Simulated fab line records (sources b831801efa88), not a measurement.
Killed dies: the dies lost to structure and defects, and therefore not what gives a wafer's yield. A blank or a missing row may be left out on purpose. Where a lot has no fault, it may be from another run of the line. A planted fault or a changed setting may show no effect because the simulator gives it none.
Struck lot and sound lot, side by side :: flow sky130 :: 44 steps out of a route of 708
Sound: these wafers, L392.3, L392.5, L392.6. Struck: wafer L407.3. (L407.5, L407.6 of the same lot were not struck and are left out.) The cause comes at the end.
At each step with rows: each side's tool, then ch and its chambers, then its first start. Under that, the readings that differ: sound wafers :: struck wafers :: difference of the means :: sigmas: that difference in standard deviations of wafers without a fault.
alike: same words and numbers on both sides, and readings whose means sit less than 2 such deviations apart. not compared: any withheld reading, any reading some wafer has no value for, any bound like >300 that may hide the same value, and any number with overlapping values for which the record gives no deviation.
A row with sigmas, a row that says differs or no value, or rows on one side alone: a step with any of these is where the two part. Non-overlapping numbers with no deviation appear without sigmas and do not part them. A reading that every wafer of one side lacks parts them only if that side has two wafers or more.

first, 1 step without rows for these wafers: SKY_VIA3_SPUTTER_20 (material TiN, target thk 20 nm, time 80 s).
SKY_VIA3_CVD_21: deposits W, target thk 390 nm, time 117.31 s.
  sound on cvd-w-02 ch 0,1, day 40 05:19; struck on cvd-w-02 ch 1, day 45 02:34
  alike: heater-power-w
SKY_VIA3_RS_MEAS_22: the measuring method here is four-point-probe.
  struck on film-metro-01, day 45 02:41; sound on film-metro-02, day 40 05:26
  alike: VIA3_W_RS
SKY_VIA3_THK_MEAS_23: measures by xrf.
  struck on film-metro-01, day 45 02:47; sound on film-metro-02, day 40 05:32
  alike: VIA3_W_THK
then, 1 step without rows for these wafers: SKY_VIA3_CMP_24 (polishes, stops on SiO2, t overpolish 20 s, target thk 0 nm).
SKY_METAL4_SPUTTER_00: material Ti, target thk 15 nm, time 10 s.
  struck on pvd-sputter-04, day 45 03:08; sound on pvd-sputter-01, day 40 06:04
  alike: throttle-valve-pct
then, 4 steps without rows for these wafers: SKY_METAL4_SPUTTER_01 (material TiN, target thk 20 nm, time 16.7 s); SKY_METAL4_SPUTTER_02 (material AlCu, target thk 735 nm, time 39.1 s); SKY_METAL4_SPUTTER_03 (material Ti, target thk 5 nm, time 3.3 s); SKY_METAL4_SPUTTER_04 (material TiN, target thk 70 nm, time 58.3 s).
SKY_CAP2M_CVD_00: deposits SiO2, target thk 15.5 nm.
  sound on pecvd-04 ch 0,2, day 40 06:13; struck on pecvd-02 ch 1, day 45 03:17
  alike: heater-power-w
SKY_CAP2M_THK_MEAS_01:
  struck on film-metro-03, day 45 03:20; sound on film-metro-04, day 40 06:16
  alike: CAP2M_CVD_00_THK
SKY_CAP2M_SPUTTER_02: material TiN, target thk 200 nm, time 166.7 s.
  struck on pvd-sputter-03, day 45 03:22; sound on pvd-sputter-03, day 40 06:18
reading: model.TiN_of_CAP2M_SPUTTER_02.thk-nm (nm)
sound: 197.2 196.1 198.5
struck: 395.2
difference: +197.9
sigmas: 
  alike: throttle-valve-pct
SKY_CAP2M_RS_MEAS_03: the measuring method here is four-point-probe.
  struck on film-metro-03, day 45 03:31; sound on film-metro-02, day 40 06:27
reading: CAP2M_TIN_RS (ohm/sq)
sound: 7.00 7.04 6.96
struck: 3.46
difference: -3.54
sigmas: -46
SKY_CAP2M_THK_MEAS_04: measures by xrf.
  struck on film-metro-03, day 45 03:37; sound on film-metro-02, day 40 06:33
reading: CAP2M_TIN_THK (nm)
sound: 195.1 194.3 196.7
struck: 395.8
difference: +200.4
sigmas: +80
then, 7 steps without rows for these wafers: SKY_CAP2M_DEHYDRATE_05 (time 60 s); SKY_CAP2M_HMDS_06 (prime time 60 s); SKY_CAP2M_COAT_07 (resist thk 1140 nm); SKY_CAP2M_SOFTBAKE_08 (time 60 s); SKY_CAP2M_EXPOSE_09 (exposes mask CAP2M, target cd 1000 nm); SKY_CAP2M_PEB_10; SKY_CAP2M_DEVELOP_11 (develop time 60 s).
SKY_CAP2M_OVL_MEAS_12:
  struck on overlay-01, day 46 00:26; sound on overlay-01, day 41 06:26
  alike: CAP2M_OVL
SKY_CAP2M_METAL_ETCH_13: etches TiN in Cl2/BCl3, stops on SiO2, target depth 220 nm, time 62.9 s.
  sound on rie-metal-04 ch 0,1, day 41 06:29; struck on rie-metal-02 ch 1, day 46 00:29
reading: oes-product-au (a.u.)
sound: 0.932 0.925 0.942
struck: 0.999
difference: +0.066
sigmas: +8

reading: throttle-valve-pct (%)
sound: 21.891 21.910 21.906
struck: 21.860
difference: -0.042
sigmas: -5
  alike: drypump-motor-current-A
  not compared: rf-hours-counter-h
then, 12 steps without rows for these wafers: SKY_CAP2M_STRIP_14 (strips in O2/N2); SKY_CAP2M_STRIP_15 (strips in post etch residue remover, time 1200 s); SKY_CAP2M_CLEAN_16 (cleans in IPA, time 180 s); SKY_CAP2M_CLEAN_17 (cleans in O3/DIW); SKY_METAL4_DEHYDRATE_05 (time 60 s); SKY_METAL4_HMDS_06 (prime time 60 s); SKY_METAL4_COAT_07 (resist thk 60 nm); SKY_METAL4_COAT_08 (resist thk 1140 nm); SKY_METAL4_SOFTBAKE_09 (time 90 s); SKY_METAL4_EXPOSE_10 (exposes mask MM4, target cd 300 nm); SKY_METAL4_PEB_11; SKY_METAL4_DEVELOP_12 (develop time 60 s).
SKY_METAL4_CD_MEAS_13: target cd 300 nm.
  struck on cd-sem-01, day 46 22:39; sound on cd-sem-02, day 42 06:24
reading: cd-nm (nm)
sound: 296.5 296.6 296.5
struck: 300.2
difference: +3.7
sigmas: +3
SKY_METAL4_OVL_MEAS_14:
  struck on overlay-02, day 46 22:44; sound on overlay-01, day 42 06:29
  alike: METAL4_OVL
SKY_METAL4_DESCUM_15: chemistry O2, time 8 s.
  sound on rie-metal-03 ch 0,1, day 42 06:32; struck on rie-metal-01 ch 1, day 46 22:47
  alike: drypump-motor-current-A, oes-product-au
  not compared: rf-hours-counter-h
then, 2 steps without rows for these wafers: SKY_METAL4_ETCH_16 (etches BARC in N2/H2, stops on SiO2, time 88.2 s, target depth 60 nm); SKY_METAL4_ETCH_17 (etches SiO2 in C4F8/O2/Ar, stops on TiN, time 3.9 s, target depth 15 nm).
SKY_METAL4_METAL_ETCH_18: etches the open film in Cl2/BCl3, stops on SiO2, target depth 845 nm, time 183.1 s.
  sound on rie-metal-02 ch 0,1, day 42 06:43; struck on rie-metal-03 ch 0, day 46 22:58
reading: drypump-motor-current-A (A)
sound: 5.83 5.89 5.81
struck: 5.01
difference: -0.83
sigmas: -3
  alike: oes-product-au, throttle-valve-pct
  not compared: rf-hours-counter-h
SKY_METAL4_STRIP_20: strips in post etch residue remover, time 1200 s.
  sound on wet-bench-01 ch 2, day 42 06:56; struck on wet-bench-03 ch 1, day 46 23:11
reading: model.TiN_of_CAP2M_SPUTTER_02.thk-nm (nm)
sound: 196.4 195.3 197.7
struck: 394.4
difference: +197.9
sigmas: 
-- the record jumps here: 3 days lie between the struck wafers' starts before and after (it left off in module METAL4 and takes up again in module PAD_OPEN, whose first step shown is number 708 of the route) --
SKY_PAD_OPEN_PROBE_99:
  struck on prober-01, day 50 08:31; sound on prober-01, day 46 05:43
reading: killed-at-contacts
sound: 26 30 16
struck: 36
difference: +12
sigmas: +2

reading: model.etest.tester.sort-n-pass
sound: 412 408 407
struck: 0
difference: -409
sigmas: 

reading: model.etest.tester.sort-yield-pct (%)
sound: 83.74 82.93 82.72
struck: 0
difference: -83
sigmas: 

reading: model.etest.tester.sort_bin_3_pct (%)
sound: 0.2033 1.016 0.4065
struck: 76.04
difference: +75.50
sigmas: 

reading: model.etest.met4.line-ohm-um
sound: 0.142 0.1441 0.1411
struck: 22.95
difference: +22.81
sigmas: 

reading: model.etest.via4-chain.rc-ohm
sound: 0.8265 0.7924 0.7718
struck: 17.88
difference: +17.08
sigmas: 

reading: model.etest.met4.rs-ohm-sq
sound: 0.0426 0.04277 0.0421
struck: 6.88
difference: +6.84
sigmas: 

reading: model.etest.tester.sort_bin_4_pct (%)
sound: 0 0 0
struck: 4.85
difference: +4.85
sigmas: 

reading: model.etest.cap-mim2.plate-ohm-sq
sound: 6.137 6.07 6.039
struck: 3.026
difference: -3.056
sigmas: 
  alike: defect-limited-yield, killed_at_M0_to_M3, killed_at_M4_up, killed-at-front-end, killed-at-other, killed-dies, killed-open, killed-short

## WHERE THEY PART
First at SKY_CAP2M_RS_MEAS_03; last, within this record, at SKY_PAD_OPEN_PROBE_99.

WHY: what had been put in by the simulator
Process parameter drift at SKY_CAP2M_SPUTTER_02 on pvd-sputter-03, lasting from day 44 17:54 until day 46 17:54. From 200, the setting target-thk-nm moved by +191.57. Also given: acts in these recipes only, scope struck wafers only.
